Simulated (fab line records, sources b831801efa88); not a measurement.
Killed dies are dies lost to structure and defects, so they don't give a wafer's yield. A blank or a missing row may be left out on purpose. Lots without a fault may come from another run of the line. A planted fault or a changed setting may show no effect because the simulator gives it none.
Problem report in the 8D (eight disciplines) form, filled by code | flow gf180mcu | the parts of the form that need people (team, actions taken, sign-off) are left out

1. THE PROBLEM
MIM_CVD_05_THK at GF_MIM_THK_MEAS_06 reads a mean of 57.1 nm on 3 wafers of 3 lots; wafers without a fault read 42.1 nm with a standard deviation of 0.47. That is +32 standard deviations from the usual mean.
First seen on wafer L841.2, day 26 09:32, on film_metro-01. The record holds 37 wafers of 13 lots with a number at this step. Rule for "out", or "out of limits": more than 4 standard deviations from the usual mean. The other wafers with a number count as sound.

2. WHAT IT IS AND WHAT IT IS NOT
question                    | is                     | is not
which readings at this step | MIM_CVD_05_THK         | -
which lots                  | L841, L842, L843       | L836, L837, L838, L846, L848, L849, L850, L854, L855, L856
which wafers of those lots  | L841.2, L842.2, L843.6 | L841.3, L841.4, L842.3, L843.4
read on which gauges        | film_metro-01          | film_metro-02, film_metro-04
when                        | from day 26 09:32      | up to then (11 sound wafers); but 23 sound wafers of L842, L843, L846, L848, L849, L850, L854, L855, L856 came after

3. SUSPECTS, AND WHAT RULES EACH OUT
Counting: a tool at a process step up to the reading stays a suspect if it ran every lot that is out. Sound lots after the first of them don't rule it out here, since some wafers of a struck lot are sound.
- the gauge at GF_MIM_THK_MEAS_06: kept. All the wafers that are out were read on film_metro-01, and no step on other tools shows them out.
- pecvd-02 at GF_MIM_CVD_05 (deposits Si3N4, target thk 42 nm, time 29.086 s): kept. It ran every lot that is out, first L841 (day 26 09:29); its last sound lot up to then is L838 (day 25 01:25).
- Within pecvd-02 at GF_MIM_CVD_05: the wafers that are out ran in chamber 0; their sound lot-mates ran in chambers 1, 2.
Left after counting: pecvd-02 at GF_MIM_CVD_05, film_metro-01 at GF_MIM_THK_MEAS_06.

4. THE CAUSE (what the simulator had put in)
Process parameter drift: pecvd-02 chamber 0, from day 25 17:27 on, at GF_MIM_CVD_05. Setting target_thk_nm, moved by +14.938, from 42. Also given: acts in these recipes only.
Counting left 2 suspects, and this tool is among them.

5. THE CHAIN OF EFFECTS, in route order
Each row: a reading whose mean over the struck wafers that have a number lies more than 3 standard deviations from the usual. Only readings for which the record gives a usual standard deviation are gone through. hours: the time from each lot's start at the first step in this table that gives one to its start at this step, as a median over the lots. sigmas: the change in usual standard deviations.
hours | step               | reading        | usual   | on struck wafers | change | sigmas
0     | GF_MIM_THK_MEAS_06 | MIM_CVD_05_THK | 42.1 nm | 57.1             | +15.0  | +32

6. WHAT WOULD HAVE CAUGHT IT SOONER
In this record the first reading out of limits at a measuring or inspecting step was taken at day 26 09:32, 16 hours after the fault began at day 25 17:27.
Of the tool readings at GF_MIM_CVD_05 for which the record gives a usual standard deviation, none was out on any struck wafer, so an alarm limit of 4 standard deviations on them would not have fired.
Of the lots that are out (3), L842, L843 began GF_MIM_CVD_05 on pecvd-02 after day 26 09:32. A hold on the tool at that time would have spared those 2.
